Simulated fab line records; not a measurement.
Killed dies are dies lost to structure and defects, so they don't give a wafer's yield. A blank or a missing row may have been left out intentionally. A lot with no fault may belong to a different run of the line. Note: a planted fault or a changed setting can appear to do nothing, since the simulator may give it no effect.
The tool behind it: which one? ; flow sky130 ; Sampling: 14 lots, 42 wafers, 3 of 708 route steps

WHAT EACH GAUGE READ, for each wafer
SKY_VT_ADJUST_LVTN_OVL_MEAS_18. Usual: VT_ADJUST_LVTN_01_OVL gives -0.6 nm (standard deviation 1.6).
lot;measured;on;VT_ADJUST_LVTN_01_OVL (nm);flag
L189;day 7 19:35;overlay-02;-2.1 -1.5 -2.2;
L188;day 7 19:53;overlay-02;-1.6 0.3 -0.7;
L190;day 8 10:13;overlay-02;-2.5 -1.2 -3.1;
L191;day 8 11:49;overlay-01;-1.5 -0.5 -1.7;
L192;day 8 23:24;overlay-01;-0.2 -0.2 -3.8;
L193;day 9 02:40;overlay-02;0.4 1.3 0.1;
L194;day 9 06:04;overlay-02;-2.3 -2.0 -2.3;
L195;day 9 10:41;overlay-02;-2.3 -1.9 -0.1;
L201;day 11 08:16;overlay-02;0.2 2.2 -1.2;
L203;day 11 19:25;overlay-02;-1.4 -1.2 0.1;
L208;day 13 12:46;overlay-01;-1.4 -1.6 -0.8;
L209;day 14 04:22;overlay-01;2.4 1.9 3.6;
L211;day 14 17:04;overlay-01;0.9 2.4 1.1;
L210;day 14 18:07;overlay-02;-2.3 -0.9 -2.5;

SKY_VT_ADJUST_HVTR_CD_MEAS_07 targets a cd of 380 nm. Usual: cd nm 380 nm, standard deviation 3.4.
lot;measured;on;cd nm (nm);flag
L189;day 9 11:59;cd sem-01;377 380 381;
L188;day 9 13:29;cd sem-01;382 383 382;
L190;day 10 03:32;cd sem-02;377 373 375;
L191;day 10 05:39;cd sem-02;382 378 379;
L192;day 10 18:51;cd sem-01;383 380 381;
L193;day 10 22:17;cd sem-02;382 383 381;
L194;day 11 02:19;cd sem-02;374 374 374;
L195;day 11 05:43;cd sem-02;387 384 385;
L201;day 13 08:46;cd sem-01;383 380 382;
L203;day 13 20:43;cd sem-01;383 384 381;
L208;day 15 17:58;cd sem-01;373 376 375;
L209;day 16 11:41;cd sem-01;380 381 379;
L211;day 17 01:04;cd sem-01;382 383 378;
L210;day 17 01:44;cd sem-02;378 380 379;

SKY_SONOS_TUNNEL_TW_MEAS_12. Usual: SONOS_TUNNEL_TW gives 199.0 (standard deviation 1).
lot;measured;on;SONOS_TUNNEL_TW;flag
L189;day 11 08:32;film metro-03;199.9 199.7 199.4;
L188;day 11 10:46;film metro-04;200.2 201.0 200.0;
L190;day 12 03:38;film metro-04;200.1 200.2 198.8;
L191;day 12 04:28;film metro-01;198.2 198.4 197.7;
L192;day 12 18:47;film metro-03;199.6 198.5 199.8;
L193;day 12 22:38;film metro-01;198.1 197.2 196.8;
L194;day 13 03:56;film metro-01;198.0 198.4 199.3;
L195;day 13 07:03;film metro-03;197.5 197.7 198.3;
L201;day 15 13:56;film metro-04;201.4 201.6 201.2;
L203;day 16 03:46;film metro-03;198.7 198.8 197.9;
L208;day 18 04:10;film metro-01;198.6 199.2 198.5;
L209;day 18 23:43;film metro-01;198.0 198.2 198.7;
L211;day 19 13:26;film metro-04;199.3 200.2 199.3;
L210;day 19 14:32;film metro-01;199.0 199.4 198.1;

EACH LOT AND THE TOOL THAT RAN IT (in order: tool; ch and the chambers of the sampled wafers; start)
The record holds no process step before these readings.

WHAT THE TOOLS THEMSELVES READ (means of the sampled wafers that have a number; where no wafer has one, the mark that the record gives instead)
The record holds no such reading with a usual standard deviation.

THE ANSWER, worked out from the rows above alone
Rule: a lot counts as off when the mean over its wafers that have a number is more than 3 standard deviations away from the usual mean. Also off: a lot with no number at a reading for which 4 or more lots have one. Any other lot the step has rows for is counted as sound. Order of review: gauges by route order, followed by the tools' own readings, for which a lot's mean as printed above is used. The first step at which some lot is off is used, and at that step the reading that is off furthest; a lot without a number counts as furthest.
No lot is off on any of the readings shown, so nothing can be concluded from this.

WHAT THE SIMULATOR HAD PUT IN
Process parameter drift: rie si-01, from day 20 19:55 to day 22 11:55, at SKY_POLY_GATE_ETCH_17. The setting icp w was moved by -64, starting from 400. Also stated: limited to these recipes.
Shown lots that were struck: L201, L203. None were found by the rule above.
